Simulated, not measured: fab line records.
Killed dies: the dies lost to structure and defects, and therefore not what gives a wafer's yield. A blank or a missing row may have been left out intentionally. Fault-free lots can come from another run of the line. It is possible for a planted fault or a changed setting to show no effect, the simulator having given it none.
A lot that was struck, set against a sound lot | flow sky130 | 17 steps out of a route of 708
Sound: these wafers, L720.1, L720.4, L720.6. Wafers struck: L732.2, L732.4, L732.6. The cause is named last.
Order at every step that has rows: each side's tool, ch and its chambers, its first start. Under that, the readings that differ: sound wafers | struck wafers | difference of the means | sigmas: that difference in standard deviations of wafers without a fault.
alike: same words and numbers on both sides, and readings whose means sit less than 2 such deviations apart. not compared: any withheld reading, any reading some wafer has no value for, any bound like >300 that may hide the same value, and any number with overlapping values for which the record gives no deviation.
The two part at a step that has a row with sigmas, a row that says differs or no value, or rows on one side only. When numbers do not overlap yet have no deviation, they are printed without sigmas and do not part them. Lack of a reading on every wafer of one side parts them only where that side has two or more wafers.

first, 1 step without rows for these wafers: SKY_SD_P_DEVELOP_06 (develop time 60 s).
SKY_SD_P_CD_MEAS_07: target cd 380 nm.
  sound: cd sem-02 at day 29 06:10; struck: cd sem-02 at day 32 04:59
  alike: cd nm
SKY_SD_P_OVL_MEAS_08:
  sound: overlay-02 at day 29 06:17; struck: overlay-02 at day 32 05:06
  alike: SD_P_OVL
after that, 1 step had no rows for these wafers: SKY_SD_P_IMPLANT_09.
SKY_SD_P_STRIP_10: strips in O2/N2.
  sound on plasma asher-04 ch 1, day 29 06:29; struck on plasma asher-04 ch 0,1, day 32 05:17
  reading                     | sound       | struck      | difference | sigmas
  drypump motor current A (A) | 4.7 4.7 4.7 | 6.5 4.7 6.4 | +1.2       | +2
  alike: oes product au, strip time to endpoint s
  not compared: rf hours counter h
SKY_SD_P_TW_MEAS_11:
  sound: film metro-01 at day 29 06:35; struck: film metro-03 at day 32 05:23
  alike: SD_P_TW
then, 6 steps without rows for these wafers: SKY_RES_XHIGH_DEHYDRATE_00 (time 60 s); SKY_RES_XHIGH_HMDS_01 (prime time 60 s); SKY_RES_XHIGH_COAT_02 (resist thk 1140 nm); SKY_RES_XHIGH_SOFTBAKE_03 (time 60 s); SKY_RES_XHIGH_EXPOSE_04 (exposes mask URPM, target cd 1270 nm); SKY_RES_XHIGH_PEB_05.
SKY_RES_XHIGH_DEVELOP_06: develop time 60 s.
  struck on litho track-04, day 33 07:12; sound on litho track-04 ch 0, day 30 09:46
  no value came back on the struck wafers for chill plate temp C (C), develop time s (s); on the sound wafers chill plate temp C (C) reads 23.02 22.99 23.00
after that, 1 step had no rows for these wafers: SKY_RES_XHIGH_IMPLANT_07.
SKY_RES_XHIGH_STRIP_08: strips in O2/N2.
  sound on plasma asher-02 ch 0,1, day 30 10:04; struck on plasma asher-04 ch 0, day 33 07:29
  alike: drypump motor current A, oes product au, strip time to endpoint s
  not compared: rf hours counter h
SKY_RES_XHIGH_TW_MEAS_09:
  sound: film metro-03 at day 30 10:10; struck: film metro-03 at day 33 07:35
  reading      | sound          | struck   | difference | sigmas
  RES_XHIGH_TW | 1639 1635 1639 | 30 30 30 | -1608      | -99 or more
then, 1 step without rows for these wafers: SKY_SD_N_DEHYDRATE_00 (time 60 s).

== WHERE THEY PART ==
At SKY_SD_P_STRIP_10 first; at SKY_RES_XHIGH_TW_MEAS_09 last (within this record only).

WHY: what had been put in by the simulator
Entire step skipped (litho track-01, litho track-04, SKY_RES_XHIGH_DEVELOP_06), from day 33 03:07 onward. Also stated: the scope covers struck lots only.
